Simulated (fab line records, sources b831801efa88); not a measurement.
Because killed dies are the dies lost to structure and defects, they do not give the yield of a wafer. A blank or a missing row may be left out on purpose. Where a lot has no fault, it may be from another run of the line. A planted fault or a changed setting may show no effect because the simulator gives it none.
Comparing a struck lot with a sound one ; flow sfq_line ; 24 out of 325 route steps
Sound: the wafers L735.2, L735.3, L735.4. Struck: wafers L734.1, L734.3, L734.5. The cause is named last.
At each step with rows: each side's tool, then ch and its chambers, then its first start. Under that, the readings that differ: sound wafers ; struck wafers ; difference of the means ; sigmas: that difference in standard deviations of wafers without a fault.
alike: readings whose means differ by less than 2 such deviations, and words and numbers that are the same on both sides. not compared: withheld readings, readings that some wafer has no value for, bounds like >300 that may hide the same value, and numbers for which the record gives no deviation and whose values overlap.
Wherever a step has rows on one side only, a row that says differs or no value, or a row with sigmas, the two part there. Non-overlapping numbers with no deviation appear without sigmas and do not part them. Lack of a reading on every wafer of one side parts them only where that side has two or more wafers.

first, 6 steps without rows for these wafers: SFQ_TRILAYER_I1_VIA_LITHO_COAT_054 (resist thk 62 nm); SFQ_TRILAYER_I1_VIA_LITHO_COAT_049 (resist thk 650 nm); SFQ_TRILAYER_I1_VIA_LITHO_SOFTBAKE_053; SFQ_TRILAYER_I1_VIA_LITHO_EXPOSE_050 (exposes mask I1, target cd 500 nm); SFQ_TRILAYER_I1_VIA_LITHO_PEB_052 (peb time 60 s); SFQ_TRILAYER_I1_VIA_LITHO_DEVELOP_051 (time 60 s).
SFQ_I1_OVL_MEAS_913:
  sound: overlay-02 at day 21 00:13; struck: overlay-02 at day 20 10:40
  alike: I1_OVL
SFQ_TRILAYER_I1_VIA_BARC_OPEN_VIA_ETCH_071: etches BARC in O2, target depth 125 nm, time 41.7 s.
  sound on rie_diel-03 ch 0,1,2, day 21 00:15; struck on rie_diel-02 ch 2,3, day 20 10:42
  alike: drypump_motor_current_A, oes_product_au
  not compared: rf_hours_counter_h
SFQ_TRILAYER_I1_VIA_ETCH_VIA_ETCH_052: etches SiO2 in CHF3, stops on Nb, target depth 260 nm.
  sound on rie_diel-03 ch 0,1,2, day 21 00:17; struck on rie_diel-02 ch 2,3, day 20 10:44
  alike: drypump_motor_current_A, oes_product_au
SFQ_TRILAYER_I1_VIA_STRIP_STRIP_053: strips in O2.
  sound on rie_metal-04 ch 0,1, day 21 00:24; struck on rie_metal-03 ch 0,1, day 20 10:51
  alike: drypump_motor_current_A, he_backside_leak_sccm, oes_product_au
  not compared: rf_hours_counter_h
then, 2 steps without rows for these wafers: SFQ_TRILAYER_I1_VIA_STRIP_SOLV_CLEAN_054 (cleans in NMP, time 600 s); SFQ_TRILAYER_M2_DEP_PRE_CLEAN_056 (time 22.5 s).
SFQ_TRILAYER_M2_DEP_SPUTTER_055: material Nb, target thk 200 nm, time 133.3 s.
  sound: pvd_sputter-03 at day 21 01:12; struck: pvd_sputter-05 at day 20 11:40
  no value came back on the struck wafers for base_pressure_pa (Pa), cathode_dc_power_W (W), throttle_valve_pct (%); on the sound wafers base_pressure_pa (Pa) reads 1.2e-06 1.34e-06 1.36e-06
SFQ_M2_RS_MEAS_914: uses a four-point probe to measure.
  sound: film_metro-02 at day 21 01:19; struck: film_metro-03 at day 20 11:45
reading;sound;struck;difference;sigmas
M2_NB_RS (ohm/sq);0.872 0.872 0.888;- - -;no value on the struck wafers;
then, 6 steps without rows for these wafers: SFQ_TRILAYER_M2_LITHO_COAT_062 (resist thk 62 nm); SFQ_TRILAYER_M2_LITHO_COAT_057 (resist thk 600 nm); SFQ_TRILAYER_M2_LITHO_SOFTBAKE_061; SFQ_TRILAYER_M2_LITHO_EXPOSE_058 (exposes mask M2, target cd 500 nm); SFQ_TRILAYER_M2_LITHO_PEB_060 (peb time 60 s); SFQ_TRILAYER_M2_LITHO_DEVELOP_059 (time 60 s).
-- the record jumps here: 5 days lie between the struck wafers' starts before and after --
SFQ_M2_OVL_MEAS_916:
  sound: overlay-01 at day 25 15:55; struck: overlay-02 at day 25 00:19
  alike: M2_OVL
SFQ_TRILAYER_M2_BARC_OPEN_METAL_ETCH_077: etches BARC in O2, target depth 125 nm, time 41.7 s.
  sound on rie_metal-04 ch 0,1, day 25 15:57; struck on rie_metal-03 ch 0,1, day 25 00:21
  alike: drypump_motor_current_A, he_backside_leak_sccm, oes_product_au
  not compared: rf_hours_counter_h
SFQ_TRILAYER_M2_ETCH_METAL_ETCH_060: etches Nb in Cl2/Ar, stops on SiO2, target depth 240 nm, time 120 s.
  sound on rie_metal-04 ch 0,1, day 25 16:01; struck on rie_metal-03 ch 0,1, day 25 00:25
reading;sound;struck;difference;sigmas
oes_product_au (a.u.);0.904 0.907 0.892;0.369 0.375 0.378;-0.527;-79
  alike: drypump_motor_current_A, he_backside_leak_sccm
  not compared: rf_hours_counter_h
SFQ_TRILAYER_M2_STRIP_STRIP_061: strips in O2.
  sound on rie_metal-04 ch 0,1, day 25 16:08; struck on rie_metal-03 ch 0,1, day 25 00:32
  alike: drypump_motor_current_A, he_backside_leak_sccm, oes_product_au
  not compared: rf_hours_counter_h

WHERE THEY PART
Earliest at SFQ_TRILAYER_M2_DEP_SPUTTER_055; latest, in this record, at SFQ_TRILAYER_M2_ETCH_METAL_ETCH_060. Later steps at which nothing parts them and some readings are alike: SFQ_TRILAYER_M2_STRIP_STRIP_061.

WHY: what the simulator had put in
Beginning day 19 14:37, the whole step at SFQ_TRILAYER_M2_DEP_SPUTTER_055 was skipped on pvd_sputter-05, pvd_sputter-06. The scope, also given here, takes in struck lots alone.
